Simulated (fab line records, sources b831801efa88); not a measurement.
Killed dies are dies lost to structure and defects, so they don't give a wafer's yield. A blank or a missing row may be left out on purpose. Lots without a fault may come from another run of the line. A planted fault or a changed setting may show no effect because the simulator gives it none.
fab line records | flow sky130
record lots=11 wafers=33 last_day=50
route steps=708 shown LI_CONTACT@376 LOCAL_INTERCONNECT@400 CONTACT@408 PAD_OPEN@708
lots that met no fault: from a run of the same line without faults
start_h: hours from the record's first day to the start of the lot's first wafer shown | wait_h: hours since the lot's step before | " the same as in the row above | L1.1+2: a row that stands for several wafers | - no value, or no start given | * or withheld: withheld | < > ~ a bound
route shown NAME@n: a module of which the file shows steps, and the number in the route of the first | usual: mean/standard deviation of fault-free wafers | same: alike in all rows | chamber/n: place in a boat | sites: the reading at each site | _std_site: their standard deviation | _edge_site: outer sites' mean less inner sites' | radius_mm: how far each site lies from the wafer's centre | mask NAME#n: copy n | behind: the tool/chamber that last shaped the wafer | hold: why the lot was held/for how many hours/how that ended | device: the transistor (n, p or np) that didn't switch | end of line: the same wafers' tests at the end of the route | a step without rows: its recipe alone | killed: dies lost to structure and defects at the first sort, not the wafer's yield | map: a wafer's dies, x killed, . not, _ none there
set.NAME: the setting as run; set.NAME@STEP: as run at that earlier step | model.NAME: the simulator's own value behind a step, which no gauge read
steps of the route over a sample of lots; a table a step, a row a wafer
services: from which hour (start_h, from the record's first day; less than 0 if before it) a tool's chamber was out of use, for how many hours, and why
## steps
# step SKY_LI_CONTACT_ETCH_14
# recipe chemistry=N2/H2 target=BARC ion_energy_ev=200 source_w=500 bias_w=100 pressure_mtorr=30 n2_flow_sccm=100 h2_flow_sccm=200 stop_on=SiO2 time_s=45.9 target_depth_a=600
# usual drypump_motor_current_A=5.8/0.46 h2_flow_sccm=199.9/0.56 oes_product_au=0.854/0.0045 throttle_valve_pct=13.224/0.009
# columns lot.wafer tool chamber start_h wait_h drypump_motor_current_A h2_flow_sccm oes_product_au rf_hours_counter_h throttle_valve_pct
L296.1 rie_diel-02 3 662.24 0.0 6.3 199.5 0.853 7 13.218
L296.3 " 1 " " 6.4 199.5 0.855 11 13.239
L296.5 " 1 " " 6.4 199.8 0.853 - 13.233
L297.2 rie_diel-02 1 669.69 0.0 6.4 200.1 0.861 11 13.239
L297.5 " 1 " " 6.5 200.4 0.857 - 13.223
L297.6 " 2 " " 5.4 199.8 0.853 - 13.232
L298.1 rie_diel-04 2 688.44 0.0 6.3 199.7 0.846 13 13.231
L298.4 " 2 " " 6.3 199.5 0.854 - 13.219
L298.5 " 0 " " 5.8 200.6 0.849 - 13.229
L299.2 rie_diel-01 1 703.94 0.0 6.1 199.7 0.848 5 13.232
L299.4 " 3 " " 5.6 200.0 0.853 3 13.236
L299.5 " 0 " " 5.5 200.6 0.852 - 13.210
L305.3 rie_diel-02 0 746.29 0.0 5.0 199.6 0.854 6 13.217
L305.5 " 0 " " 5.0 199.5 0.849 - 13.237
L305.6 " 3 " " 6.3 200.4 0.850 - 13.226
L306.1 rie_diel-02 1 756.34 0.0 6.4 199.6 0.856 13 13.230
L306.2 " 0 " " 5.0 200.5 0.849 6 13.223
L306.3 " 2 " " 5.3 200.2 0.860 3 13.212
L307.2 rie_diel-02 1 763.14 0.0 6.4 199.6 0.860 13 13.226
L307.5 " 1 " " 6.4 199.8 0.854 - 13.216
L307.6 " 2 " " 5.3 200.0 0.845 - 13.212
L309.1 rie_diel-02 0 777.14 0.0 5.0 199.0 0.859 7 13.218
L309.3 " 1 " " 6.4 200.2 0.862 13 13.217
L309.6 " 0 " " 5.0 199.3 0.859 - 13.219
L316.1 rie_diel-01 2 853.95 0.0 6.3 199.5 0.856 7 13.225
L316.3 " 1 " " 6.1 200.1 0.857 11 13.225
L316.4 " 3 " " 5.6 200.4 0.860 8 13.214
L317.1 rie_diel-01 1 855.89 0.0 6.1 200.1 0.852 11 13.217
L317.3 " 3 " " 5.6 200.5 0.857 8 13.217
L317.5 " 0 " " 5.5 199.8 0.857 - 13.222
L319.4 rie_diel-04 0 860.44 0.0 5.8 200.0 0.858 18 13.218
L319.5 " 2 " " 6.3 199.5 0.861 - 13.216
L319.6 " 3 " " 6.0 200.2 0.857 - 13.209
# step SKY_LOCAL_INTERCONNECT_ETCH_13
# recipe chemistry=N2/H2 target=BARC ion_energy_ev=200 bias_w=100 pressure_mtorr=30 n2_flow_sccm=100 h2_flow_sccm=200 icp_w=500 stop_on=SiO2 time_s=45.9 target_depth_a=600
# usual drypump_motor_current_A=5.5/0.55 h2_flow_sccm=200.0/0.56 oes_product_au=0.855/0.0046 throttle_valve_pct=13.225/0.0098
# columns lot.wafer tool chamber start_h wait_h drypump_motor_current_A h2_flow_sccm oes_product_au rf_hours_counter_h throttle_valve_pct
L296.1 rie_metal-04 0 691.85 0.0 5.8 199.8 0.851 10 13.221
L296.3 " 1 " " 5.1 200.3 0.853 - 13.222
L296.5 " 0 " " 5.8 200.4 0.858 - 13.228
L297.2 rie_metal-01 1 699.25 0.0 5.8 199.7 0.852 2 13.231
L297.5 " 1 " " 5.8 200.2 0.850 - 13.225
L297.6 " 0 " " 5.1 201.1 0.856 - 13.240
L298.1 rie_metal-03 0 717.00 0.0 6.4 199.6 0.859 13 13.215
L298.4 " 0 " " 6.4 199.8 0.858 - 13.226
L298.5 " 0 " " 6.4 199.8 0.858 - 13.223
L299.2 rie_metal-04 0 728.15 0.0 5.8 199.4 0.857 11 13.209
L299.4 " 0 " " 5.9 199.1 0.853 - 13.222
L299.5 " 0 " " 5.9 199.7 0.854 - 13.250
L305.3 rie_metal-01 1 774.39 0.1 5.8 199.7 0.853 - 13.211
L305.5 " 1 " " 5.8 201.2 0.850 - 13.228
L305.6 " 1 " " 5.8 199.7 0.862 - 13.223
L306.1 rie_metal-04 0 784.85 0.0 5.8 199.5 0.849 13 13.232
L306.2 " 1 " " 5.2 199.8 0.858 14 13.234
L306.3 " 0 " " 5.8 199.6 0.856 - 13.215
L307.2 rie_metal-01 1 791.32 0.0 5.8 200.2 0.860 - 13.239
L307.5 " 1 " " 5.8 200.9 0.855 - 13.233
L307.6 " 1 " " 5.8 200.0 0.860 - 13.221
L309.1 rie_metal-03 1 804.60 0.0 4.7 199.8 0.844 4 13.211
L309.3 " 0 " " 6.4 199.6 0.850 - 13.225
L309.6 " 1 " " 4.7 200.3 0.847 - 13.218
L316.1 rie_metal-03 0 881.40 0.0 6.5 200.0 0.858 3 13.215
L316.3 " 1 " " 4.7 199.4 0.850 - 13.215
L316.4 " 0 " " 6.4 199.8 0.864 - 13.233
L317.1 rie_metal-03 1 883.15 0.0 4.7 200.5 0.851 7 13.223
L317.3 " 0 " " 6.4 199.9 0.857 - 13.230
L317.5 " 0 " " 6.4 199.3 0.857 - 13.222
L319.4 rie_metal-04 1 889.42 0.0 5.1 199.2 0.857 - 13.248
L319.5 " 1 " " 5.2 199.9 0.857 - 13.216
L319.6 " 0 " " 5.9 200.2 0.862 - 13.223
# step SKY_CONTACT_HDPCVD_02
# recipe material=SiO2 target_thk_nm=565 sigma_open_frac=0.3 time_s=94.2 temp_c=600 sih4_flow_sccm=60 pressure_mtorr=6
# columns lot.wafer tool chamber start_h wait_h
L296.1+3+5 hdpcvd-02 0,1,2 692.66 0.1
L297.2+5+6 hdpcvd-02 1,1,0 700.09 0.0
L298.1+4+5 hdpcvd-02 2,1,0 717.80 0.1
L299.2+4+5 hdpcvd-01 2,1,0 729.11 0.0
L305.3+5+6 hdpcvd-01 1,2,0 775.28 0.0
L306.1+2+3 hdpcvd-01 2,0,1 785.66 0.1
L307.2+5+6 hdpcvd-02 2,0,2 792.77 0.0
L309.1+3+6 hdpcvd-02 2,1,1 805.45 0.1
L316.1+3+4 hdpcvd-02 0,2,0 882.24 0.1
L317.1+3+5 hdpcvd-02 1,0,1 883.97 0.1
L319.4+5+6 hdpcvd-01 2,0,1 890.28 0.1
# step SKY_CONTACT_THK_MEAS_03
# recipe reads=SiO2_of_CONTACT_HDPCVD_02
# usual CONTACT_HDPCVD_THK=559/4.2
# columns lot.wafer tool chamber start_h wait_h CONTACT_HDPCVD_THK[nm]
L296.1 film_metro-01 - 692.73 0.0 557
L296.3 " - " " 554
L296.5 " - " " 560
L297.2 film_metro-01 - 700.17 0.0 571
L297.5 " - " " 565
L297.6 " - " " 565
L298.1 film_metro-01 - 717.87 0.0 554
L298.4 " - " " 553
L298.5 " - " " 554
L299.2 film_metro-01 - 729.19 0.0 563
L299.4 " - " " 561
L299.5 " - " " 567
L305.3 film_metro-01 - 775.37 0.1 558
L305.5 " - " " 564
L305.6 " - " " 564
L306.1 film_metro-02 - 785.73 0.0 554
L306.2 " - " " 563
L306.3 " - " " 566
L307.2 film_metro-04 - 792.85 0.0 557
L307.5 " - " " 560
L307.6 " - " " 886
L309.1 film_metro-04 - 805.52 0.0 560
L309.3 " - " " 883
L309.6 " - " " 881
L316.1 film_metro-02 - 882.31 0.0 560
L316.3 " - " " 557
L316.4 " - " " 560
L317.1 film_metro-02 - 884.03 0.0 559
L317.3 " - " " 555
L317.5 " - " " 561
L319.4 film_metro-04 - 890.35 0.0 559
L319.5 " - " " 559
L319.6 " - " " 560
# step SKY_CONTACT_CMP_04
# recipe material=SiO2 down_force_psi=4 platen_rpm=60 pad_velocity_m_s=0.94248
# usual edge_zone_pressure_frac=1.000/0.0054 motor_current_A=11.4/1 retaining_ring_pressure_frac=1.000/0.0044 time_to_endpoint_s=81/3.5
# columns lot.wafer tool chamber start_h wait_h edge_zone_pressure_frac motor_current_A retaining_ring_pressure_frac time_to_endpoint_s
L296.1 cmp-01 2 692.79 0.1 0.997 12.5 0.998 76
L296.3 " 0 " " 0.999 10.8 1.000 77
L296.5 " 2 " " 0.989 12.1 1.007 78
L297.2 cmp-02 1 700.22 0.0 0.993 10.5 1.001 84
L297.6 " 1 " " 0.998 10.5 0.994 87
L297.5 " 2 " " 1.002 10.9 0.994 86
L298.1 cmp-01 0 718.08 0.2 1.000 11.7 1.002 79
L298.4 " 1 " " 0.994 10.2 1.000 76
L298.5 " 0 " " 0.995 10.9 0.995 77
L299.2 cmp-01 1 729.34 0.1 1.010 10.9 0.998 83
L299.4 " 2 " " 0.998 11.7 1.001 82
L299.5 " 0 " " 0.994 10.7 1.009 86
L305.3 cmp-01 0 775.46 0.1 1.006 10.9 1.001 82
L305.5 " 3 " " 0.997 10.3 1.004 82
L305.6 " 0 " " 1.005 11.2 1.000 82
L306.3 cmp-02 2 785.79 0.0 1.008 11.5 0.999 87
L306.1 " 3 " " 0.995 13.3 1.006 80
L306.2 " 1 " " 1.001 10.6 1.002 84
L307.2 cmp-02 2 793.00 0.1 1.010 11.6 1.006 88
L307.6 " 0 " " 1.011 11.9 0.995 208
L307.5 " 1 " " 1.000 10.6 0.997 86
L309.3 cmp-02 2 805.63 0.1 0.993 11.7 1.009 201
L309.1 " 3 " " 1.003 14.1 0.998 80
L309.6 " 1 " " 0.994 10.6 0.994 197
L316.3 cmp-01 2 882.37 0.0 1.000 12.0 1.009 82
L316.1 " 0 " " 1.005 10.4 0.999 82
L316.4 " 1 " " 1.002 10.4 1.009 78
L317.3 cmp-01 3 884.14 0.1 1.001 10.8 1.005 78
L317.1 " 0 " " 0.996 10.8 0.998 79
L317.5 " 2 " " 0.999 12.0 1.002 76
L319.4 cmp-01 2 890.63 0.3 0.996 12.0 0.997 80
L319.5 " 3 " " 0.989 11.2 0.997 79
L319.6 " 0 " " 0.996 11.0 0.994 82
# step SKY_CONTACT_BOW_MEAS_05
# recipe mode=bow
# usual CONTACT_BOW=79/6.3
# columns lot.wafer tool chamber start_h wait_h CONTACT_BOW[um]
L296.1 film_metro-04 - 693.09 0.2 78
L296.3 " - " " 75
L296.5 " - " " 83
L297.2 film_metro-02 - 700.54 0.3 74
L297.5 " - " " 79
L297.6 " - " " 77
L298.1 film_metro-01 - 718.33 0.2 77
L298.4 " - " " 81
L298.5 " - " " 89
L299.2 film_metro-04 - 729.56 0.2 71
L299.4 " - " " 72
L299.5 " - " " 74
L305.3 film_metro-04 - 775.75 0.2 79
L305.5 " - " " 89
L305.6 " - " " 78
L306.1 film_metro-02 - 786.09 0.2 81
L306.2 " - " " 75
L306.3 " - " " 74
L307.2 film_metro-04 - 793.22 0.2 63
L307.5 " - " " 65
L307.6 " - " " 80
L309.1 film_metro-01 - 805.88 0.1 84
L309.3 " - " " 76
L309.6 " - " " 74
L316.1 film_metro-01 - 882.67 0.1 79
L316.3 " - " " 70
L316.4 " - " " 87
L317.1 film_metro-02 - 884.39 0.1 75
L317.3 " - " " 84
L317.5 " - " " 75
L319.4 film_metro-04 - 890.84 0.2 76
L319.5 " - " " 79
L319.6 " - " " 86
# step SKY_PAD_OPEN_PROBE_99
# usual killed_at_M0_to_M3=43/7.3 killed_at_M4_up=3.1/1.7 killed_at_contacts=24/4.7 killed_at_front_end=15/4.6 killed_at_other=0.3/0.55 killed_dies=86/9.7 killed_open=47/6.7 killed_short=39/6.5
# same gross_dies=492 killed_at_back_side=0
# columns lot.wafer tool chamber start_h wait_h killed_at_M0_to_M3 killed_at_M4_up killed_at_contacts killed_at_front_end killed_at_other killed_dies killed_open killed_short
L296.1 prober-01 - 1059.56 0.1 42 2 24 21 0 89 41 48
L296.3 prober-01 - 1059.66 0.2 45 3 27 20 1 96 50 46
L296.5 prober-01 - 1059.76 0.2 53 2 23 13 0 91 51 40
L297.2 prober-01 - 1064.11 0.1 36 7 26 21 0 90 40 50
L297.5 prober-01 - 1064.26 0.2 42 3 23 18 1 87 47 40
L297.6 prober-01 - 1064.31 0.2 53 4 11 20 1 89 49 40
L298.1 prober-02 - 1077.76 0.1 36 5 31 16 0 88 48 40
L298.4 prober-02 - 1077.91 0.2 31 4 27 26 0 88 55 33
L298.5 prober-02 - 1077.96 0.2 39 3 25 9 1 77 44 33
L299.2 prober-01 - 1089.15 0.1 52 3 35 22 1 113 69 44
L299.4 prober-01 - 1089.25 0.2 37 3 23 16 0 79 48 31
L299.5 prober-01 - 1089.30 0.2 48 1 21 15 1 86 50 36
L305.3 prober-02 - 1123.75 0.2 48 5 22 14 0 89 45 44
L305.5 prober-02 - 1123.85 0.2 39 2 14 16 1 72 45 27
L305.6 prober-02 - 1123.90 0.2 48 2 30 12 0 92 52 40
L306.1 prober-01 - 1129.83 0.1 52 4 24 15 1 96 53 43
L306.2 prober-01 - 1129.88 0.1 38 3 20 15 0 76 43 33
L306.3 prober-01 - 1129.93 0.2 47 2 27 19 0 95 54 41
L307.2 prober-02 - 1137.25 0.1 47 2 19 15 0 83 39 44
L307.5 prober-02 - 1137.40 0.2 46 2 27 17 1 93 48 45
L307.6 prober-02 - 1137.45 0.2 48 0 31 17 0 96 54 42
L309.1 prober-01 - 1145.60 0.1 39 2 31 14 0 86 54 32
L309.3 prober-01 - 1145.70 0.2 38 1 28 10 0 77 32 45
L309.6 prober-01 - 1145.85 0.2 49 1 16 14 0 80 43 37
L316.1 prober-01 - 1194.56 0.1 41 2 24 18 0 85 51 34
L316.3 prober-01 - 1194.66 0.2 32 2 22 21 0 77 42 35
L316.4 prober-01 - 1194.71 0.2 50 0 21 16 1 88 48 40
L317.1 prober-01 - 1197.31 0.1 43 5 21 19 0 88 50 38
L317.3 prober-01 - 1197.41 0.2 55 4 22 17 1 99 61 38
L317.5 prober-01 - 1197.51 0.2 38 5 22 9 1 75 40 35
L319.4 prober-02 - 1202.95 0.2 36 3 22 14 0 75 42 33
L319.5 prober-02 - 1203.00 0.2 55 4 35 12 0 106 58 48
L319.6 prober-02 - 1203.05 0.2 46 4 29 13 0 92 56 36
# killed by level:class
L296.1 VIA2:geometric_particle:short=8 CONTACT:geometric_particle:open=8 LI_CONTACT:geometric_particle:open=7 CONTACT:geometric_particle:short=7 METAL2:geometric_particle:short=7 VIA1:geometric_particle:short=6 FIELD_ISO:geometric_particle:open=5 FIELD_ISO:geometric_particle:short=4
L296.3 CONTACT:geometric_particle:open=12 VIA1:geometric_particle:open=9 POLY_GATE:geometric_particle:short=8 METAL2:geometric_particle:short=7 LI_CONTACT:geometric_particle:open=6 METAL1:geometric_particle:short=6 VIA3:geometric_particle:open=6 POLY_GATE:geometric_particle:open=4
L296.5 VIA1:geometric_particle:open=11 CONTACT:geometric_particle:open=9 METAL2:geometric_particle:short=8 VIA2:geometric_particle:open=8 FIELD_ISO:geometric_particle:open=5 METAL1:geometric_particle:short=5 LI_CONTACT:geometric_particle:open=5 VIA1:geometric_particle:short=5
L297.2 FIELD_ISO:geometric_particle:short=8 CONTACT:geometric_particle:open=8 LI_CONTACT:geometric_particle:open=7 VIA1:geometric_particle:open=6 VIA3:geometric_particle:short=6 VIA2:geometric_particle:short=6 CONTACT:geometric_particle:short=5 FIELD_ISO:geometric_particle:open=4
L297.5 VIA2:geometric_particle:open=11 VIA1:geometric_particle:open=10 LOCAL_INTERCONNECT:geometric_particle:short=6 CONTACT:geometric_particle:short=6 CONTACT:geometric_particle:open=6 METAL2:geometric_particle:short=5 VIA3:geometric_particle:open=5 FIELD_ISO:geometric_particle:short=4
L297.6 VIA1:geometric_particle:open=11 CONTACT:geometric_particle:open=10 METAL1:geometric_particle:short=9 VIA3:geometric_particle:open=8 VIA2:geometric_particle:open=6 FIELD_ISO:geometric_particle:open=5 VIA3:geometric_particle:short=5 METAL2:geometric_particle:short=5
L298.1 LI_CONTACT:geometric_particle:open=12 VIA2:geometric_particle:open=7 VIA1:geometric_particle:open=7 CONTACT:geometric_particle:open=6 METAL1:geometric_particle:short=6 POLY_GATE:geometric_particle:open=5 LOCAL_INTERCONNECT:geometric_particle:short=5 LI_CONTACT:geometric_particle:short=4
L298.4 LI_CONTACT:geometric_particle:open=12 VIA1:geometric_particle:open=11 POLY_GATE:geometric_particle:open=6 CONTACT:geometric_particle:open=6 POLY_GATE:geometric_particle:short=5 VIA1:geometric_particle:short=5 VIA2:geometric_particle:open=5 FIELD_ISO:geometric_particle:open=4
L298.5 VIA1:geometric_particle:open=13 CONTACT:geometric_particle:short=9 VIA2:geometric_particle:open=8 CONTACT:geometric_particle:open=7 LI_CONTACT:geometric_particle:open=6 VIA1:geometric_particle:short=4 FIELD_ISO:geometric_particle:open=3 FIELD_ISO:geometric_particle:short=3
L299.2 CONTACT:geometric_particle:open=16 VIA2:geometric_particle:open=14 VIA1:geometric_particle:open=11 POLY_GATE:geometric_particle:open=7 LI_CONTACT:geometric_particle:open=7 CONTACT:geometric_particle:short=6 FIELD_ISO:geometric_particle:short=5 VIA1:geometric_particle:short=5
L299.4 VIA1:geometric_particle:open=11 VIA2:geometric_particle:open=10 CONTACT:geometric_particle:short=7 CONTACT:geometric_particle:open=7 POLY_GATE:geometric_particle:open=6 LI_CONTACT:geometric_particle:open=5 FIELD_ISO:geometric_particle:open=3 FIELD_ISO:geometric_particle:short=3
L299.5 VIA1:geometric_particle:open=14 CONTACT:geometric_particle:open=9 VIA2:geometric_particle:open=9 LI_CONTACT:geometric_particle:open=5 VIA1:geometric_particle:short=5 METAL2:geometric_particle:short=5 SPACER:geometric_particle:short=4 POLY_GATE:geometric_particle:open=3
L305.3 VIA1:geometric_particle:open=12 CONTACT:geometric_particle:open=7 VIA3:geometric_particle:open=7 VIA1:geometric_particle:short=6 LOCAL_INTERCONNECT:geometric_particle:short=6 METAL1:geometric_particle:short=6 LI_CONTACT:geometric_particle:open=5 METAL2:geometric_particle:short=5
L305.5 VIA1:geometric_particle:open=11 POLY_GATE:geometric_particle:open=5 LI_CONTACT:geometric_particle:open=5 VIA3:geometric_particle:open=5 CONTACT:geometric_particle:open=5 VIA2:geometric_particle:open=5 VIA2:geometric_particle:short=4 FIELD_ISO:geometric_particle:short=3
L305.6 VIA1:geometric_particle:open=20 LI_CONTACT:geometric_particle:open=9 METAL2:geometric_particle:short=9 CONTACT:geometric_particle:short=8 CONTACT:geometric_particle:open=7 VIA3:geometric_particle:open=5 FIELD_ISO:geometric_particle:short=3 POLY_GATE:geometric_particle:short=3
L306.1 VIA1:geometric_particle:open=13 CONTACT:geometric_particle:open=10 VIA3:geometric_particle:open=8 METAL2:geometric_particle:short=7 FIELD_ISO:geometric_particle:open=6 METAL1:geometric_particle:short=5 VIA3:geometric_particle:short=5 FIELD_ISO:geometric_particle:short=4
L306.2 VIA1:geometric_particle:open=10 FIELD_ISO:geometric_particle:short=6 CONTACT:geometric_particle:open=6 VIA2:geometric_particle:open=6 VIA3:geometric_particle:open=6 LOCAL_INTERCONNECT:geometric_particle:short=5 LI_CONTACT:geometric_particle:open=4 METAL1:geometric_particle:short=4
L306.3 VIA1:geometric_particle:open=12 CONTACT:geometric_particle:open=9 VIA2:geometric_particle:short=7 FIELD_ISO:geometric_particle:open=6 VIA2:geometric_particle:open=6 CONTACT:geometric_particle:short=6 FIELD_ISO:geometric_particle:short=5 LI_CONTACT:geometric_particle:open=5
L307.2 METAL1:geometric_particle:short=12 VIA2:geometric_particle:open=8 VIA1:geometric_particle:short=7 VIA3:geometric_particle:open=7 FIELD_ISO:geometric_particle:short=5 LI_CONTACT:geometric_particle:open=5 CONTACT:geometric_particle:open=4 VIA3:geometric_particle:short=4
L307.5 LI_CONTACT:geometric_particle:open=10 METAL2:geometric_particle:short=9 CONTACT:geometric_particle:open=7 VIA1:geometric_particle:open=7 VIA3:geometric_particle:open=6 FIELD_ISO:geometric_particle:open=5 METAL1:geometric_particle:short=5 VIA1:geometric_particle:short=5
L307.6 CONTACT:geometric_particle:open=16 VIA1:geometric_particle:open=14 VIA1:geometric_particle:short=8 METAL2:geometric_particle:short=6 POLY_GATE:geometric_particle:short=5 LI_CONTACT:geometric_particle:open=5 CONTACT:geometric_particle:short=5 VIA2:geometric_particle:open=4
L309.1 CONTACT:geometric_particle:open=10 VIA1:geometric_particle:open=10 LI_CONTACT:geometric_particle:open=8 VIA2:geometric_particle:open=7 METAL1:geometric_particle:short=6 CONTACT:geometric_particle:short=5 POLY_GATE:geometric_particle:open=4 LI_CONTACT:geometric_particle:short=4
L309.3 LOCAL_INTERCONNECT:geometric_particle:short=7 LI_CONTACT:geometric_particle:open=7 METAL2:geometric_particle:short=7 VIA1:geometric_particle:short=7 CONTACT:geometric_particle:open=6 VIA3:geometric_particle:open=5 VIA1:geometric_particle:open=5 LI_CONTACT:geometric_particle:short=4
L309.6 VIA1:geometric_particle:open=12 METAL1:geometric_particle:short=7 METAL2:geometric_particle:short=7 CONTACT:geometric_particle:short=6 VIA2:geometric_particle:open=6 POLY_GATE:geometric_particle:open=5 CONTACT:geometric_particle:open=5 VIA3:geometric_particle:open=5
L316.1 VIA1:geometric_particle:open=11 VIA2:geometric_particle:open=8 CONTACT:geometric_particle:short=7 FIELD_ISO:geometric_particle:open=6 LOCAL_INTERCONNECT:geometric_particle:short=6 LI_CONTACT:geometric_particle:open=5 VIA3:geometric_particle:open=5 CONTACT:geometric_particle:open=5
L316.3 CONTACT:geometric_particle:open=7 VIA3:geometric_particle:open=7 POLY_GATE:geometric_particle:open=6 VIA2:geometric_particle:open=6 FIELD_ISO:geometric_particle:open=5 VIA1:geometric_particle:open=5 LI_CONTACT:geometric_particle:short=5 FIELD_ISO:geometric_particle:short=4
L316.4 VIA1:geometric_particle:open=12 METAL1:geometric_particle:short=8 VIA3:geometric_particle:open=8 CONTACT:geometric_particle:open=6 CONTACT:geometric_particle:short=5 FIELD_ISO:geometric_particle:short=4 FIELD_ISO:geometric_particle:open=4 POLY_GATE:geometric_particle:open=4
L317.1 CONTACT:geometric_particle:open=9 VIA1:geometric_particle:open=9 VIA2:geometric_particle:open=8 FIELD_ISO:geometric_particle:open=7 VIA3:geometric_particle:open=6 LOCAL_INTERCONNECT:geometric_particle:short=5 METAL3:geometric_particle:short=5 LI_CONTACT:geometric_particle:open=4
L317.3 VIA1:geometric_particle:open=15 VIA2:geometric_particle:open=8 CONTACT:geometric_particle:open=7 VIA3:geometric_particle:open=7 FIELD_ISO:geometric_particle:short=6 LI_CONTACT:geometric_particle:open=6 FIELD_ISO:geometric_particle:open=5 VIA1:geometric_particle:short=5
L317.5 VIA1:geometric_particle:open=10 VIA3:geometric_particle:open=7 VIA3:geometric_particle:short=6 LI_CONTACT:geometric_particle:open=6 CONTACT:geometric_particle:open=6 METAL4:geometric_particle:short=5 LI_CONTACT:geometric_particle:short=4 LOCAL_INTERCONNECT:geometric_particle:short=4
L319.4 CONTACT:geometric_particle:open=7 VIA2:geometric_particle:open=7 VIA3:geometric_particle:open=6 LI_CONTACT:geometric_particle:open=5 VIA1:geometric_particle:open=5 FIELD_ISO:geometric_particle:short=4 POLY_GATE:geometric_particle:short=4 METAL1:geometric_particle:short=4
L319.5 VIA1:geometric_particle:open=10 LOCAL_INTERCONNECT:geometric_particle:short=9 VIA2:geometric_particle:open=9 METAL1:geometric_particle:short=8 CONTACT:geometric_particle:open=8 VIA3:geometric_particle:open=7 LI_CONTACT:geometric_particle:open=6 LI_CONTACT:geometric_particle:short=5
L319.6 VIA1:geometric_particle:open=14 CONTACT:geometric_particle:open=12 VIA3:geometric_particle:open=11 CONTACT:geometric_particle:short=6 LI_CONTACT:geometric_particle:open=5 METAL2:geometric_particle:short=5 VIA2:geometric_particle:open=4 POLY_GATE:geometric_particle:open=3
## services
# columns tool chamber start_h hours kind
rie_diel-01 - 643.02 0.3 repair
hdpcvd-02 - 650.75 15.0 pm
rie_metal-03 - 651.97 0.4 repair
rie_diel-01 1 656.01 6.7 repair
rie_diel-02 0 690.60 2.5 repair
cmp-01 - 697.11 1.5 repair
rie_diel-02 - 713.01 0.7 repair
cmp-01 - 719.52 5.9 pm
hdpcvd-01 - 736.33 1.7 repair
cmp-01 - 747.79 4.0 pm
rie_diel-02 2 769.55 34.5 repair
cmp-01 - 772.04 1.5 repair
rie_metal-03 1 786.18 8.1 repair
hdpcvd-02 2 817.53 13.0 repair
cmp-02 - 821.57 5.7 pm
cmp-02 - 827.78 5.6 repair
cmp-02 - 833.09 1.8 repair
rie_metal-03 1 846.14 26.1 repair
rie_metal-03 - 846.47 2.8 pm
rie_diel-02 - 848.72 14.6 pm
cmp-02 - 856.40 9.6 pm
rie_metal-04 1 856.74 4.2 repair
rie_metal-03 0 872.64 5.9 repair
cmp-01 - 888.45 1.7 repair
## key
first_sign step=SKY_CONTACT_THK_MEAS_03 reading=CONTACT_HDPCVD_THK direction=up sigmas=78 usual=559 struck=883
effect step=SKY_CONTACT_CMP_04 reading=time_to_endpoint_s direction=up sigmas=35 usual=* struck=*
met_at SKY_CONTACT_HDPCVD_02
struck_lots L307,L309
struck_wafers L307.6,L309.3,L309.6
tester_left_out L307,L309
not_acting_at SKY_LI_CONTACT_ETCH_14,SKY_LOCAL_INTERCONNECT_ETCH_13,SKY_CONTACT_BOW_MEAS_05
onset_between 717.80 792.77
fault kind=process_parameter_drift tool=hdpcvd-02 chamber=- onset_h=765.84 steps=SKY_CONTACT_HDPCVD_02 channel=target_thk_nm offset=324.68 shape=step end_h=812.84 scope=struck_wafers_only acts_in=these_recipes_only stated=565
# tester_left_out: of these lots the tester's yield and bins aren't shown, on N5 and GAA mostly nor the transistor test; their killed dies are dies lost to structure and defects alone, not to doping, threshold or leakage, so they don't give the yield
